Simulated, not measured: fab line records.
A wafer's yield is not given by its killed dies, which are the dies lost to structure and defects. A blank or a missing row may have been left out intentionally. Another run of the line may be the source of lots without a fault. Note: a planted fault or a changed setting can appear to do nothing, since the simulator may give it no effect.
fab line records ; flow sky130
[record] lots = 12; wafers = 36; lastDay = 50
route steps=708 shown METAL2@498 VIA2@520 CAPM@538 METAL3@558
lots that met no fault: taken from a fault-free run of the same line
startH: start of the lot's first displayed wafer, in hours after the record's first day ; waitH: hours elapsed since this lot's preceding step ; " as in the row above ; L1.1+2: a single row standing in for several wafers ; - either no value or no given start ; * or withheld: withheld ; < > ~ a bound
route shown NAME@n: a module of which the file shows steps, and the number in the route of the first ; usual: mean/standard deviation taken from wafers without a fault ; same: alike in all rows ; chamber/n: place in a boat ; sites: the reading at each site ; _std_site: standard deviation of those values ; _edge_site: inner sites' mean taken away from outer sites' mean ; radiusMm: for every site, how far away it sits from the centre of the wafer ; mask NAME#n: copy n ; behind: the tool/chamber that last shaped the wafer ; hold: reason for holding the lot/hours on hold/outcome of the hold ; device: transistor that didn't switch, given as n, p or np ; end of line: tests run on the same wafers once the route is complete ; where a step has no rows: the recipe by itself ; killed: the dies lost at the first sort to structure and to defects; this is not the yield of the wafer ; map: dies across one wafer; x = killed, . = not, _ = none there
set.NAME: the setting the step ran with; set.NAME@STEP: the setting that earlier step ran with ; model.NAME: the simulator's own value behind a step, which no gauge read
the route's steps for a sample of lots (tables are steps, rows are wafers)
services: when a tool's chamber went out of use (startH, in hours from the record's first day, below 0 if earlier), for how many hours, and the reason
[[steps]]
[step SKY_METAL2_CD_MEAS_15]
[recipe] targetCdNm = 140
[usual] cdNm = 139.7/1.7
lot.wafer;tool;chamber;startH;waitH;cdNm
L502.1;cdSem-01;-;829.72;-;138.4
L502.2;cdSem-01;-;829.72;-;139.9
L502.3;cdSem-01;-;829.72;-;140.2
L503.2;cdSem-01;-;830.76;-;138.5
L503.4;cdSem-01;-;830.76;-;137.3
L503.5;cdSem-01;-;830.76;-;140.0
L504.4;cdSem-01;-;834.08;-;139.1
L504.5;cdSem-01;-;834.08;-;140.6
L504.6;cdSem-01;-;834.08;-;138.5
L512.1;cdSem-02;-;904.78;-;141.6
L512.3;cdSem-02;-;904.78;-;139.5
L512.5;cdSem-02;-;904.78;-;140.5
L513.2;cdSem-01;-;917.64;-;139.3
L513.3;cdSem-01;-;917.64;-;137.4
L513.4;cdSem-01;-;917.64;-;138.0
L514.1;cdSem-02;-;921.69;-;140.5
L514.3;cdSem-02;-;921.69;-;141.6
L514.5;cdSem-02;-;921.69;-;138.3
L518.1;cdSem-01;-;943.24;-;143.5
L518.2;cdSem-01;-;943.24;-;142.6
L518.5;cdSem-01;-;943.24;-;143.3
L520.3;cdSem-01;-;954.58;-;137.4
L520.4;cdSem-01;-;954.58;-;138.7
L520.6;cdSem-01;-;954.58;-;137.8
L522.1;cdSem-01;-;960.34;-;137.8
L522.5;cdSem-01;-;960.34;-;138.4
L522.6;cdSem-01;-;960.34;-;138.1
L523.3;cdSem-01;-;972.67;-;137.5
L523.4;cdSem-01;-;972.67;-;138.2
L523.5;cdSem-01;-;972.67;-;138.1
L524.1;cdSem-01;-;976.67;-;140.3
L524.2;cdSem-01;-;976.67;-;141.3
L524.4;cdSem-01;-;976.67;-;141.0
L525.2;cdSem-01;-;984.34;-;139.2
L525.4;cdSem-01;-;984.34;-;140.7
L525.6;cdSem-01;-;984.34;-;139.6
[step SKY_VIA2_OVL_MEAS_13]
[usual] VIA2_OVL = -1/5.5
lot.wafer;tool;chamber;startH;waitH;VIA2_OVL[nm]
L502.1;overlay-01;-;857.10;0.1;-1
L502.2;overlay-01;-;857.10;0.1;-4
L502.3;overlay-01;-;857.10;0.1;-6
L503.2;overlay-01;-;859.04;0.1;-6
L503.4;overlay-01;-;859.04;0.1;4
L503.5;overlay-01;-;859.04;0.1;-1
L504.4;overlay-01;-;862.36;0.1;-5
L504.5;overlay-01;-;862.36;0.1;-8
L504.6;overlay-01;-;862.36;0.1;-6
L512.1;overlay-01;-;931.70;0.1;-3
L512.3;overlay-01;-;931.70;0.1;-14
L512.5;overlay-01;-;931.70;0.1;-8
L513.2;overlay-01;-;944.23;0.1;-1
L513.3;overlay-01;-;944.23;0.1;6
L513.4;overlay-01;-;944.23;0.1;-8
L514.1;overlay-02;-;947.79;0.1;-2
L514.3;overlay-02;-;947.79;0.1;-1
L514.5;overlay-02;-;947.79;0.1;-6
L518.1;overlay-01;-;968.65;0.1;8
L518.2;overlay-01;-;968.65;0.1;16
L518.5;overlay-01;-;968.65;0.1;1
L520.3;overlay-01;-;979.49;0.1;-1
L520.4;overlay-01;-;979.49;0.1;-2
L520.6;overlay-01;-;979.49;0.1;2
L522.1;overlay-01;-;985.26;0.1;4
L522.5;overlay-01;-;985.26;0.1;2
L522.6;overlay-01;-;985.26;0.1;-2
L523.3;overlay-01;-;997.05;0.1;-1
L523.4;overlay-01;-;997.05;0.1;-3
L523.5;overlay-01;-;997.05;0.1;3
L524.1;overlay-01;-;1001.29;0.1;-7
L524.2;overlay-01;-;1001.29;0.1;-3
L524.4;overlay-01;-;1001.29;0.1;0
L525.2;overlay-01;-;1008.13;0.1;5
L525.4;overlay-01;-;1008.13;0.1;-5
L525.6;overlay-01;-;1008.13;0.1;4
[step SKY_CAPM_THK_MEAS_01]
[recipe] reads = SiO2_of_CAPM_CVD_00
[usual] CAPM_CVD_00_THK = 15.41/0.23
lot.wafer;tool;chamber;startH;waitH;CAPM_CVD_00_THK[nm]
L502.1;filmMetro-04;-;858.68;-;15.12
L502.2;filmMetro-04;-;858.68;-;14.89
L502.3;filmMetro-04;-;858.68;-;15.10
L503.2;filmMetro-03;-;860.63;-;15.04
L503.4;filmMetro-03;-;860.63;-;15.32
L503.5;filmMetro-03;-;860.63;-;15.67
L504.4;filmMetro-03;-;863.99;-;15.47
L504.5;filmMetro-03;-;863.99;-;15.42
L504.6;filmMetro-03;-;863.99;-;15.71
L512.1;filmMetro-04;-;933.28;-;15.22
L512.3;filmMetro-04;-;933.28;-;15.44
L512.5;filmMetro-04;-;933.28;-;15.64
L513.2;filmMetro-04;-;945.86;-;15.14
L513.3;filmMetro-04;-;945.86;-;15.12
L513.4;filmMetro-04;-;945.86;-;15.67
L514.1;filmMetro-04;-;949.38;-;15.20
L514.3;filmMetro-04;-;949.38;-;15.70
L514.5;filmMetro-04;-;949.38;-;15.98
L518.1;filmMetro-03;-;970.27;-;15.72
L518.2;filmMetro-03;-;970.27;-;15.53
L518.5;filmMetro-03;-;970.27;-;15.91
L520.3;filmMetro-03;-;981.08;-;15.66
L520.4;filmMetro-03;-;981.08;-;15.42
L520.6;filmMetro-03;-;981.08;-;15.57
L522.1;filmMetro-03;-;986.84;-;15.21
L522.5;filmMetro-03;-;986.84;-;15.41
L522.6;filmMetro-03;-;986.84;-;15.78
L523.3;filmMetro-03;-;998.85;-;15.57
L523.4;filmMetro-03;-;998.85;-;15.75
L523.5;filmMetro-03;-;998.85;-;15.82
L524.1;filmMetro-01;-;1002.87;-;15.22
L524.2;filmMetro-01;-;1002.87;-;15.24
L524.4;filmMetro-01;-;1002.87;-;15.25
L525.2;filmMetro-03;-;1009.89;-;15.35
L525.4;filmMetro-03;-;1009.89;-;15.56
L525.6;filmMetro-03;-;1009.89;-;15.44
[step SKY_METAL3_COAT_08]
[recipe] resist = KrF-thick; spinRpm = 3000; resistThkNm = 1140
lot.wafer;tool;chamber;startH;waitH
L502.1+2+3;lithoTrack-03;0;898;-
L503.2+4+5;lithoTrack-02;0;899;-
L504.4+5+6;lithoTrack-03;0;903;-
L512.1+3+5;lithoTrack-02;0;969;-
L513.2+3+4;lithoTrack-01;0;982;-
L514.1+3+5;lithoTrack-02;0;985;-
L518.1+2+5;lithoTrack-03;0;1005;-
L520.3+4+6;lithoTrack-03;0;1015;-
L522.1+5+6;lithoTrack-01;0;1021;-
L523.3+4+5;lithoTrack-01;0;1033;-
L524.1+2+4;lithoTrack-03;0;1037;-
L525.2+4+6;lithoTrack-01;0;1043;-
[step SKY_METAL3_STRIP_19]
[recipe] chemistry = O2/N2; powerW = 1400; pressureMtorr = 1500; platenTempC = withheld; o2FlowSccm = 3000; n2FlowSccm = 300; overashFraction = 0.5
[usual] drypumpMotorCurrentA = 5.49/0.29; oesProductAu = 0.503/0.0055; stripTimeToEndpointS = 6.56/0.077
lot.wafer;tool;chamber;startH;waitH;drypumpMotorCurrentA;oesProductAu;rfHoursCounterH;stripTimeToEndpointS
L502.1;plasmaAsher-03;0;911.65;0.1;5.38;0.498;107;6.54
L502.2;plasmaAsher-03;1;911.65;0.1;5.20;0.503;107;6.49
L502.3;plasmaAsher-03;1;911.65;0.1;5.20;0.504;-;6.51
L503.2;plasmaAsher-02;0;913.40;0.1;6.04;0.505;18;6.49
L503.4;plasmaAsher-02;0;913.40;0.1;6.03;0.504;-;6.53
L503.5;plasmaAsher-02;1;913.40;0.1;5.36;0.504;-;6.48
L504.4;plasmaAsher-02;0;916.62;0.1;6.05;0.503;-;6.58
L504.5;plasmaAsher-02;0;916.62;0.1;6.07;0.504;-;6.62
L504.6;plasmaAsher-02;1;916.62;0.1;5.34;0.494;-;6.50
L512.1;plasmaAsher-02;0;982.16;0.1;6.04;0.527;25;7.10
L512.3;plasmaAsher-02;0;982.16;0.1;6.05;0.525;-;7.02
L512.5;plasmaAsher-02;1;982.16;0.1;5.34;0.508;-;6.52
L513.2;plasmaAsher-03;0;995.20;0.1;5.37;0.497;116;6.57
L513.3;plasmaAsher-03;1;995.20;0.1;5.19;0.502;-;6.53
L513.4;plasmaAsher-03;0;995.20;0.1;5.40;0.512;-;6.60
L514.1;plasmaAsher-03;0;997.24;0.1;5.38;0.528;116;7.08
L514.3;plasmaAsher-03;0;997.24;0.1;5.37;0.527;-;7.08
L514.5;plasmaAsher-03;1;997.24;0.1;5.18;0.503;-;6.65
L518.1;plasmaAsher-01;1;1017.40;0.1;5.82;0.494;57;6.39
L518.2;plasmaAsher-01;0;1017.40;0.1;5.34;0.500;57;6.42
L518.5;plasmaAsher-01;1;1017.40;0.1;5.80;0.502;-;6.41
L520.3;plasmaAsher-01;0;1027.52;0.1;5.35;0.505;-;6.59
L520.4;plasmaAsher-01;1;1027.52;0.1;5.82;0.504;-;6.51
L520.6;plasmaAsher-01;1;1027.52;0.1;5.83;0.503;-;6.58
L522.1;plasmaAsher-01;0;1032.57;0.1;5.32;0.510;58;6.71
L522.5;plasmaAsher-01;1;1032.57;0.1;5.84;0.508;-;6.63
L522.6;plasmaAsher-01;0;1032.57;0.1;5.32;0.515;-;6.75
L523.3;plasmaAsher-01;0;1045.38;0.1;5.34;0.502;-;6.52
L523.4;plasmaAsher-01;1;1045.38;0.1;5.82;0.506;-;6.62
L523.5;plasmaAsher-01;1;1045.38;0.1;5.85;0.502;-;6.61
L524.1;plasmaAsher-03;0;1048.60;0.1;5.42;0.502;121;6.58
L524.2;plasmaAsher-03;1;1048.60;0.1;5.20;0.507;121;6.64
L524.4;plasmaAsher-03;0;1048.60;0.1;5.38;0.505;-;6.68
L525.2;plasmaAsher-01;0;1054.35;0.1;5.35;0.517;60;6.71
L525.4;plasmaAsher-01;1;1054.35;0.1;5.83;0.508;-;6.60
L525.6;plasmaAsher-01;1;1054.35;0.1;5.83;0.511;-;6.71
[[services]]
tool;chamber;startH;hours;kind
plasmaAsher-01;-;913.27;14.6;pm
plasmaAsher-02;-;930.14;2.8;repair
lithoTrack-02;-;1032.28;-;consumableReplace:filter
[[key]]
[firstSign] step = SKY_METAL3_STRIP_19; reading = stripTimeToEndpointS; direction = up; sigmas = 6.7; usual = *; struck = *
[effect] step = SKY_METAL3_STRIP_19; reading = oesProductAu; direction = up; sigmas = 4.3; usual = 0.503; struck = 0.527
metAt SKY_METAL3_COAT_08
struckLots L512,L514
struckWafers L512.1,L512.3,L514.1,L514.3
notActingAt SKY_METAL2_CD_MEAS_15,SKY_VIA2_OVL_MEAS_13,SKY_CAPM_THK_MEAS_01
onsetBetween 899 969
[fault] kind = processParameterDrift; tool = lithoTrack-02; chamber = -; onsetH = 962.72; steps = SKY_METAL3_COAT_08; channel = resistThkNm; offset = 47.007; shape = step; endH = 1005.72; scope = struckWafersOnly; actsIn = theseRecipesOnly; stated = 1140
